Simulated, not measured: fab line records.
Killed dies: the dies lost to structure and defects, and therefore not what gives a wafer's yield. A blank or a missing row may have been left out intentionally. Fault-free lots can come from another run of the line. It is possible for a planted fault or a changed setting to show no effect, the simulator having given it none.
Which tool was responsible? ; flow sky130 ; 36 wafers sampled from 12 lots at 1 step of a route of 708

## WHAT THE GAUGES SHOWED, per wafer
SKY_SD_N_TW_MEAS_12.
lot;measured;on;SD_N_TW
L078;day 29 17:15;film-metro-01;3951 3973 3960
L074;day 29 22:33;film-metro-01;3997 3973 3992
L080;day 30 11:49;film-metro-04;3921 3914 3905
L081;day 30 16:17;film-metro-01;3957 3993 3983
L083;day 31 14:31;film-metro-02;4062 4053 4058
L085;day 31 23:06;film-metro-02;4069 4061 4061
L087;day 32 15:40;film-metro-02;4052 4032 4032
L089;day 33 06:12;film-metro-01;3995 3957 3953
L091;day 33 20:30;film-metro-02;4054 4041 4051
L093;day 34 11:57;film-metro-01;3968 3964 3959
L095;day 35 06:11;film-metro-04;3942 3916 3925
L097;day 35 16:22;film-metro-04;3900 3911 3909

## WHICH TOOL RAN EACH LOT (tool, then ch and the chambers of the sampled wafers, then the start)
The record holds no process step before these readings.

## THE ANSWER, worked out from the rows above alone
Rule: usual is defined by the lots themselves. Put in order of their means at a reading, lots are off if they are a third of the lots or fewer, leave a main group of 4 or more, and stand apart from it by a gap of 3 or more times the standard deviation of the main group's means; of several such gaps the widest counts. The tables above print the reading to a certain number of digits; a main group whose means all agree to those digits is not used. A lot without any number at a reading at which 4 lots or more have one is off too. The other lots that the step has rows for count as sound.
None of the lots is off at any reading shown; this tells nothing.

## WHAT WAS PUT IN BY THE SIMULATOR
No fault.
